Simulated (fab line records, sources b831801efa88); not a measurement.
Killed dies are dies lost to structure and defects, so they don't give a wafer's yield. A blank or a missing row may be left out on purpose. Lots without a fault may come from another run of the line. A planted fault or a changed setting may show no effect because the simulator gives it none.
A struck lot beside a sound one | flow sky130 | 15 steps out of a route of 708
Sound: wafers L301.2, L301.3, L301.6. Struck: wafers L318.2, L318.3, L318.6. The cause comes at the end.
At each step with rows: each side's tool, then ch and its chambers, then its first start. Under that, the readings that differ: sound wafers | struck wafers | difference of the means | sigmas: that difference in standard deviations of wafers without a fault.
alike: readings whose means differ by less than 2 such deviations, and words and numbers that are the same on both sides. not compared: withheld readings, readings that some wafer has no value for, bounds like >300 that may hide the same value, and numbers for which the record gives no deviation and whose values overlap.
The two part at a step that has a row with sigmas, a row that says differs or no value, or rows on one side only. Numbers that don't overlap but have no deviation are shown without sigmas and don't part them. A reading that every wafer of one side lacks parts them only if that side has two wafers or more.

SKY_SPACER_ETCHBACK_02: etches Si3N4 in CH3F/O2, stops on SiO2, time 46.7 s, target depth 45 nm.
  sound on rie_diel-04 ch 0,2, day 23 15:19; struck on rie_diel-03 ch 0,3, day 29 18:34
  alike: drypump_motor_current_A, oes_product_au, throttle_valve_pct
  not compared: rf_hours_counter_h
then, 8 steps without rows for these wafers: SKY_POLY_CUT_DEHYDRATE_00 (time 60 s); SKY_POLY_CUT_HMDS_01 (prime time 60 s); SKY_POLY_CUT_COAT_02 (resist thk 60 nm); SKY_POLY_CUT_COAT_03 (resist thk 450 nm); SKY_POLY_CUT_SOFTBAKE_04 (time 90 s); SKY_POLY_CUT_EXPOSE_05 (exposes mask NPCM, target cd 270 nm); SKY_POLY_CUT_PEB_06; SKY_POLY_CUT_DEVELOP_07 (develop time 60 s).
SKY_POLY_CUT_CD_MEAS_08: target cd 270 nm.
  sound on cd_sem-02, day 24 21:12; struck on cd_sem-01, day 30 22:33
  alike: cd_nm
SKY_POLY_CUT_OVL_MEAS_09:
  sound on overlay-02, day 24 21:18; struck on overlay-01, day 30 22:39
  reading           | sound  | struck   | difference | sigmas
  POLY_CUT_OVL (nm) | 7 3 12 | -8 -2 -7 | -13        | -2
SKY_POLY_CUT_ETCH_10: etches BARC in N2/H2, stops on SiO2, time 45.9 s, target depth 60 nm.
  sound on rie_diel-01 ch 0,3, day 24 21:20; struck on rie_diel-01 ch 1,2, day 30 22:41
  alike: drypump_motor_current_A, n2_flow_sccm, oes_product_au, throttle_valve_pct
  not compared: rf_hours_counter_h
SKY_POLY_CUT_ETCH_11: etches Si3N4 in CF4/CH2F2/Ar, stops on poly-Si, time 42.5 s, target depth 60 nm.
  sound on rie_diel-01 ch 0,3, day 24 21:22; struck on rie_diel-01 ch 1,2, day 30 22:43
  reading                              | sound                | struck               | difference | sigmas
  oes_product_au (a.u.)                | 0.832 0.837 0.838    | 0.747 0.742 0.748    | -0.090     | -12
  throttle_valve_pct (%)               | 14.997 14.991 15.016 | 14.960 14.981 14.977 | -0.029     | -3
  model.etch.depth_nm (nm)             | 62.24 62.83 63.04    | 50.6 50.79 50.3      | -12.1      |
  model.POLY_CUT.feature_depth_nm (nm) | 62.24 62.83 63.04    | 50.6 50.79 50.3      | -12.1      |
  alike: drypump_motor_current_A
  not compared: rf_hours_counter_h
SKY_POLY_CUT_STRIP_12: strips in O2/N2.
  sound on plasma_asher-02 ch 0,1, day 24 21:25; struck on plasma_asher-02 ch 0,1, day 30 22:46
  alike: drypump_motor_current_A, n2_flow_sccm, oes_product_au, strip_time_to_endpoint_s
  not compared: rf_hours_counter_h
-- the record jumps here: 19 days lie between the struck wafers' starts before and after (it left off in module POLY_CUT and takes up again in module PAD_OPEN, whose first step shown is number 708 of the route) --
SKY_PAD_OPEN_PROBE_99:
  sound on prober-01, day 46 04:07; struck on prober-02, day 50 02:49
  reading             | sound    | struck                                                               | difference                   | sigmas
  hold                | - - -    | await_dispo/1.7h/scrap await_dispo/1.7h/scrap await_dispo/1.7h/scrap | no value on the sound wafers |
  killed_at_front_end | 19 13 16 | 431 425 431                                                          | +413                         | +98
  killed_dies         | 84 87 77 | 492 492 492                                                          | +409                         | +48
  killed_on_rim       | 16 19 14 | 96 96 96                                                             | +80                          | +20
  alike: killed_at_M0_to_M3, killed_at_M4_up, killed_at_contacts, killed_at_other, killed_open, killed_short

WHERE THEY PART
First at SKY_POLY_CUT_OVL_MEAS_09; last, within this record, at SKY_PAD_OPEN_PROBE_99.

WHY: what the simulator had put in
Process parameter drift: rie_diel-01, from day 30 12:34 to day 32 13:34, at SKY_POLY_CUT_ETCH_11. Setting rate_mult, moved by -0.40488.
